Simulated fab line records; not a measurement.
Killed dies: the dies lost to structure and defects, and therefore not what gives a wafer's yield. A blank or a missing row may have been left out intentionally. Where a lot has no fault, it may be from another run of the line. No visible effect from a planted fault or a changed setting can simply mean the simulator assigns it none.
Which tool was responsible? -- flow gf180mcu -- 33 wafers from 11 lots sampled at 6 of the route's 602 steps

WHAT THE GAUGES SHOWED, per wafer
GF_POLY_GATE_THK_MEAS_01.
lot,measured,on,POLY_GATE_CVD_00_THK (nm)
L198,day 8 18:25,film-metro-02,202.1 201.4 200.2
L202,day 9 13:29,film-metro-04,201.1 200.5 198.8
L201,day 9 16:40,film-metro-03,202.7 202.0 200.9
L203,day 10 03:46,film-metro-04,199.9 199.9 200.5
L209,day 12 01:55,film-metro-02,197.8 196.5 196.9
L210,day 12 13:00,film-metro-04,198.7 198.2 199.3
L212,day 13 03:00,film-metro-04,201.7 200.6 201.4
L211,day 13 04:58,film-metro-04,202.6 202.0 200.8
L217,day 13 23:40,film-metro-02,199.3 199.7 200.1
L220,day 14 19:34,film-metro-03,199.1 199.4 198.5
L221,day 14 22:16,film-metro-02,196.6 198.1 198.3

GF_POLY_GATE_THK_MEAS_17.
lot,measured,on,POLY_GATE_OXIDATION_THK (nm)
L198,day 9 13:46,film-metro-02,4.17 4.05 4.12
L202,day 10 08:47,film-metro-02,4.09 3.98 4.12
L201,day 10 13:18,film-metro-04,3.94 4.02 3.94
L203,day 10 23:19,film-metro-04,3.97 3.91 3.95
L209,day 12 22:26,film-metro-02,3.96 3.99 3.98
L210,day 13 11:43,film-metro-02,4.00 3.91 3.93
L212,day 14 00:44,film-metro-04,4.04 4.01 4.08
L211,day 14 03:18,film-metro-02,3.98 4.06 3.95
L217,day 14 23:37,film-metro-02,3.98 3.90 3.98
L220,day 15 19:00,film-metro-04,3.97 4.00 3.89
L221,day 15 22:33,film-metro-03,4.01 4.01 4.07

GF_HV_LDD_TW_MEAS_11.
lot,measured,on,HV_LDD_TW
L198,day 10 07:43,film-metro-02,2370 2372 2385
L202,day 11 03:49,film-metro-02,2388 2378 2399
L201,day 11 07:25,film-metro-04,2379 2369 2372
L203,day 11 18:16,film-metro-01,2460 2441 2449
L209,day 13 19:02,film-metro-01,2431 2435 2423
L210,day 14 08:33,film-metro-02,2313 2317 2319
L212,day 14 22:23,film-metro-02,2380 2392 2385
L211,day 15 01:02,film-metro-02,2301 2305 2312
L217,day 15 21:43,film-metro-01,2437 2453 2450
L220,day 16 17:22,film-metro-04,2407 2379 2392
L221,day 16 20:47,film-metro-02,2387 2405 2406

GF_HV_LDD_RS_MEAS_53: measurement is done with a four-point probe.
lot,measured,on,HV_LDD_RS (ohm/sq)
L198,day 12 16:55,film-metro-02,418.2 418.1 418.8
L202,day 13 14:50,film-metro-02,417.3 417.5 419.1
L201,day 13 19:31,film-metro-04,419.8 419.8 421.3
L203,day 14 05:47,film-metro-02,417.6 418.2 417.5
L209,day 16 12:06,film-metro-02,419.1 419.3 418.4
L210,day 17 03:13,film-metro-01,440.4 439.6 441.2 440.1 439.9 440.4
L212,day 17 17:59,film-metro-04,419.3 419.5 419.1
L211,day 17 20:49,film-metro-04,441.4 440.4 440.3 441.4 440.1 441.0
L217,day 18 18:59,film-metro-01,418.8 419.5 418.9
L220,day 19 18:03,film-metro-01,416.8 418.0 418.2
L221,day 19 20:17,film-metro-01,418.4 418.9 417.6

TOOL THAT RAN EACH LOT (tool first, then ch and the chambers of the sampled wafers, then the start)
lot,GF_HV_LDD_IMPLANT_09,GF_HV_LDD_STRIP_22
L198,"implanter-04 ch 0, day 10 07:28","plasma-asher-03 ch 0,1, day 11 01:29"
L202,"implanter-04 ch 0, day 11 03:36","plasma-asher-01 ch 0,1, day 11 22:48"
L201,"implanter-04 ch 0, day 11 07:10","plasma-asher-04 ch 0, day 12 02:52"
L203,"implanter-03 ch 0, day 11 18:02","plasma-asher-03 ch 0,1, day 12 13:15"
L209,"implanter-01 ch 0, day 13 18:47","plasma-asher-01 ch 0,1, day 14 15:41"
L210,"implanter-04 ch 0, day 14 08:19","plasma-asher-03 ch 0,1, day 15 05:44"
L212,"implanter-03 ch 0, day 14 22:09","plasma-asher-03 ch 0,1, day 15 19:37"
L211,"implanter-04 ch 0, day 15 00:47","plasma-asher-01 ch 0,1, day 15 23:28"
L217,"implanter-03 ch 0, day 15 21:28","plasma-asher-01 ch 0,1, day 16 19:28"
L220,"implanter-01 ch 0, day 16 17:07","plasma-asher-03 ch 0,1, day 17 16:47"
L221,"implanter-03 ch 0, day 16 20:34","plasma-asher-01 ch 0,1, day 17 20:16"
- GF_HV_LDD_IMPLANT_09
- GF_HV_LDD_STRIP_22: strips in O2/N2.

WHAT THE TOOLS THEMSELVES READ (means of the sampled wafers that have a number; where no wafer has one, the mark that the record gives instead)
GF_HV_LDD_IMPLANT_09.
lot,tool,tilt-deg (degrees)
L198,implanter-04,6.999
L202,implanter-04,7.003
L201,implanter-04,7.030
L203,implanter-03,7.017
L209,implanter-01,7.006
L210,implanter-04,7.016
L212,implanter-03,7.007
L211,implanter-04,7.015
L217,implanter-03,7.005
L220,implanter-01,6.987
L221,implanter-03,6.978

GF_HV_LDD_STRIP_22.
lot,tool,drypump-motor-current-A (A),heater-power-w (W),oes-product-au (a.u.),strip-time-to-endpoint-s (s)
L198,plasma-asher-03,5.9,354,0.715,12.65
L202,plasma-asher-01,5.7,360,0.718,12.64
L201,plasma-asher-04,5.4,358,0.717,12.59
L203,plasma-asher-03,6.0,355,0.717,12.62
L209,plasma-asher-01,5.7,356,0.717,12.64
L210,plasma-asher-03,6.2,358,0.718,12.65
L212,plasma-asher-03,6.0,358,0.716,12.63
L211,plasma-asher-01,5.7,362,0.720,12.73
L217,plasma-asher-01,5.7,340,0.717,12.64
L220,plasma-asher-03,6.0,356,0.714,12.59
L221,plasma-asher-01,5.7,363,0.716,12.58

THE ANSWER, worked out from the rows above alone
Rule: the usual values come from the lots themselves. The widest of any qualifying gaps counts: lots, ordered by their means at a reading, are off when they make up no more than a third of the lots, leave a main group of 4 or more, and stand apart from it by 3 or more times the standard deviation of that group's means. If all means in a main group match to the digits the tables above print for the reading, that group is not used. A lot without any number at a reading at which 4 lots or more have one is off too. All remaining lots with rows at the step are treated as sound. After the gauges, taken in route order, come the tools' own readings; for these a lot's mean is taken, as printed above. The first step at which some lot is off is used, and at that step the reading that is off furthest; a lot without a number counts as furthest.
Off: L210, L211, seen at GF_HV_LDD_RS_MEAS_53 (HV_LDD_RS). For the main group the mean is 418.6 ohm/sq and the standard deviation 0.8.
If a tool, at a process step before that reading, ran all the lots that are off and no sound lot after the first of them, it fits. Those tools and the gauges at GF_HV_LDD_RS_MEAS_53 are tried in the same way. One fits: GF_HV_LDD_IMPLANT_09 on implanter-04. Its last sound lot is L201 (day 11 07:10), its first lot that is off L210 (day 14 08:19): a fault that began between those two fits.

WHAT HAD BEEN PUT IN BY THE SIMULATOR
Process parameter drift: implanter-04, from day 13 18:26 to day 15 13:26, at GF_HV_LDD_IMPLANT_09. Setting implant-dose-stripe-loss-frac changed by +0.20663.
Shown lots that were struck: L210, L211. The rule above found the same.
